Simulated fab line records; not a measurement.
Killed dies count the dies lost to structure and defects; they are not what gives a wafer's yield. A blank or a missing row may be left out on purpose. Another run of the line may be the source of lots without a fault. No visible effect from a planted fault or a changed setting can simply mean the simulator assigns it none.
Problem report in the 8D (eight disciplines) form, filled by code | flow sfq_line | the parts of the form that need people (team, actions taken, sign-off) are left out

== 1. WHAT IS WRONG ==
Mean of tube_center_temp_C at SFQ_TRILAYER_INCOMING_OXIDATION_002: 991 C across 6 wafers in 2 lots; on wafers with no fault it is 1000 C (standard deviation 0.091). That is -99 or more standard deviations from the usual mean.
The step: target thk 500 nm, ox time 4939 s.
First observed at day 3 17:07: wafer L614.1, on furnace-01. The record has a number at this step for 18 wafers belonging to 6 lots. Rule for "out" (also "out of limits"): further than 4 standard deviations from the usual mean. All remaining wafers that have a number are taken as sound.

== 2. WHAT IT IS AND WHAT IT IS NOT ==
question                    | is                                                                                                                   | is not
which readings at this step | tube_center_temp_C, spike_tc_bottom_C, spike_tc_centre_C, spike_tc_lower_C, spike_tc_upper_C, tube_center_temp_C_max | -
which lots                  | L614, L616                                                                                                           | L603, L604, L621, L623
which wafers of those lots  | all that have a number                                                                                               | -
read on which tools         | furnace-01                                                                                                           | furnace-02
when                        | from day 3 17:07                                                                                                     | up to then (6 sound wafers); but 6 sound wafers of L621, L623 came after

== 3. WHAT RULES OUT EACH SUSPECT ==
Counting: a tool stays on the suspect list if, at a process step up to the reading, it processed all lots that are out and no sound lot following the first of them.
- furnace-01 at SFQ_TRILAYER_INCOMING_OXIDATION_002 (target thk 500 nm, ox time 4939 s): kept. All lots that are out passed through it, beginning with L614 at day 3 17:07, and no sound lot followed; its final sound lot before that point was L604 at day 1 15:07. Its own readings are out on those wafers: spike_tc_bottom_C, spike_tc_centre_C, spike_tc_lower_C, spike_tc_upper_C, tube_center_temp_C, tube_center_temp_C_max.
The count leaves furnace-01 at SFQ_TRILAYER_INCOMING_OXIDATION_002.

== 4. THE CAUSE (what the simulator had put in) ==
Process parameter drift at SFQ_TRILAYER_INCOMING_OXIDATION_002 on furnace-01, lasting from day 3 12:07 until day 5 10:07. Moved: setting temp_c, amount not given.
After counting, this tool was the only one left.

== 5. THE EFFECT CHAIN, in route order ==
Each row: a reading whose mean over the struck wafers that have a number lies more than 3 standard deviations from the usual. Only readings whose record carries a usual standard deviation are examined. hours: median over the lots of the time between each lot's start at the first step of this table that gives one and its start at this step. sigmas: the change, counted in usual standard deviations.
hours | step                                | reading                | usual    | on struck wafers | change | sigmas
0     | SFQ_TRILAYER_INCOMING_OXIDATION_002 | spike_tc_bottom_C      | 1015.8 C | 1003.9           | -11.9  | -4.6
0     | SFQ_TRILAYER_INCOMING_OXIDATION_002 | spike_tc_centre_C      | 1000.3 C | 992.1            | -8.2   | -5.9
0     | SFQ_TRILAYER_INCOMING_OXIDATION_002 | spike_tc_lower_C       | 1000.0 C | 990.9            | -9.1   | -9.5
0     | SFQ_TRILAYER_INCOMING_OXIDATION_002 | spike_tc_upper_C       | 999.5 C  | 990.4            | -9.1   | -9.1
0     | SFQ_TRILAYER_INCOMING_OXIDATION_002 | tube_center_temp_C     | 1000 C   | 991              | -9     | -99 or more
0     | SFQ_TRILAYER_INCOMING_OXIDATION_002 | tube_center_temp_C_max | 1002.6   | 993.4            | -9.2   | -22
Its process steps:
- SFQ_TRILAYER_INCOMING_OXIDATION_002: target thk 500 nm, ox time 4939 s.

== 6. HOW IT WOULD HAVE BEEN CAUGHT EARLIER ==
The fault began at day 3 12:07; the first out-of-limits reading in this record came at day 3 17:07, 5 hours later.
